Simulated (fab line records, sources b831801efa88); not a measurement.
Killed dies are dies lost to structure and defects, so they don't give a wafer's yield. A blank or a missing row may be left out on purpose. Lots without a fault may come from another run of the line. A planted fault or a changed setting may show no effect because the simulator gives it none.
Which tool did it? | flow gf180mcu | 13 lots, 39 wafers sampled, at 2 steps of a route of 602

WHAT THE GAUGES READ, wafer by wafer
GF_TOP_METAL_OVL_MEAS_15. Usual: TOP_METAL_OVL -0.1 nm, standard deviation 1.3.
lot  | measured     | on         | TOP_METAL_OVL (nm) | flag
L916 | day 28 12:53 | overlay-02 | -1.9 -2.8 -1.7     |
L917 | day 29 04:58 | overlay-02 | 0.2 -0.6 -0.3      |
L918 | day 29 08:27 | overlay-01 | 0.5 -0.1 -1.0      |
L919 | day 29 16:49 | overlay-01 | -0.3 -1.8 -1.0     |
L922 | day 30 10:14 | overlay-02 | -0.4 -0.6 -1.9     |
L923 | day 30 12:45 | overlay-01 | 1.3 3.6 2.8        |
L924 | day 31 02:56 | overlay-02 | -2.9 -0.4 -1.1     |
L926 | day 31 09:28 | overlay-01 | -0.6 -0.4 -0.3     |
L927 | day 31 22:07 | overlay-01 | -2.6 -1.0 -2.2     |
L928 | day 32 01:32 | overlay-02 | 0.8 0.4 0.8        |
L931 | day 32 14:34 | overlay-01 | 0.6 1.4 0.7        |
L937 | day 34 10:50 | overlay-01 | 0.2 -1.8 -0.8      |
L938 | day 34 15:31 | overlay-02 | 1.2 0.5 0.8        |

WHICH TOOL RAN EACH LOT (tool, then ch and the chambers of the sampled wafers, then the start)
lot  | GF_V2_SPUTTER_21
L916 | pvd_sputter-03, day 20 18:30
L917 | pvd_sputter-02, day 21 14:44
L918 | pvd_sputter-01, day 21 16:58
L919 | pvd_sputter-01, day 22 02:59
L922 | pvd_sputter-02, day 23 03:25
L923 | pvd_sputter-02, day 23 07:17
L924 | pvd_sputter-01, day 23 22:11
L926 | pvd_sputter-01, day 24 07:42
L927 | pvd_sputter-01, day 24 21:02
L928 | pvd_sputter-01, day 25 04:24
L931 | pvd_sputter-02, day 25 21:52
L937 | pvd_sputter-01, day 28 04:04
L938 | pvd_sputter-03, day 28 12:16
- GF_V2_SPUTTER_21: material Ti, target thk 15 nm, time 80.02 s.

WHAT THE TOOLS THEMSELVES READ (means of the sampled wafers that have a number; where no wafer has one, the mark that the record gives instead)
GF_V2_SPUTTER_21. Usual: throttle_valve_pct 30.9 %, standard deviation 1.
lot  | tool           | throttle_valve_pct (%) | flag
L916 | pvd_sputter-03 | 30.7                   |
L917 | pvd_sputter-02 | 31.8                   |
L918 | pvd_sputter-01 | 31.2                   |
L919 | pvd_sputter-01 | 30.5                   |
L922 | pvd_sputter-02 | 31.5                   |
L923 | pvd_sputter-02 | 31.6                   |
L924 | pvd_sputter-01 | 30.4                   |
L926 | pvd_sputter-01 | 31.0                   |
L927 | pvd_sputter-01 | 30.6                   |
L928 | pvd_sputter-01 | 30.6                   |
L931 | pvd_sputter-02 | 31.7                   |
L937 | pvd_sputter-01 | 30.7                   |
L938 | pvd_sputter-03 | 31.9                   |

THE ANSWER, worked out from the rows above alone
Rule: a lot is off if the mean of its wafers that have a number lies more than 3 standard deviations from the usual mean. A lot without any number at a reading at which 4 lots or more have one is off too. The other lots that the step has rows for count as sound. The gauges are gone through in route order, then the tools' own readings, and for those a lot's mean is taken as printed above. The first step at which some lot is off is used, and at that step the reading that is off furthest; a lot without a number counts as furthest.
No lot is off at any reading shown: from this, nothing can be told.

WHAT THE SIMULATOR HAD PUT IN
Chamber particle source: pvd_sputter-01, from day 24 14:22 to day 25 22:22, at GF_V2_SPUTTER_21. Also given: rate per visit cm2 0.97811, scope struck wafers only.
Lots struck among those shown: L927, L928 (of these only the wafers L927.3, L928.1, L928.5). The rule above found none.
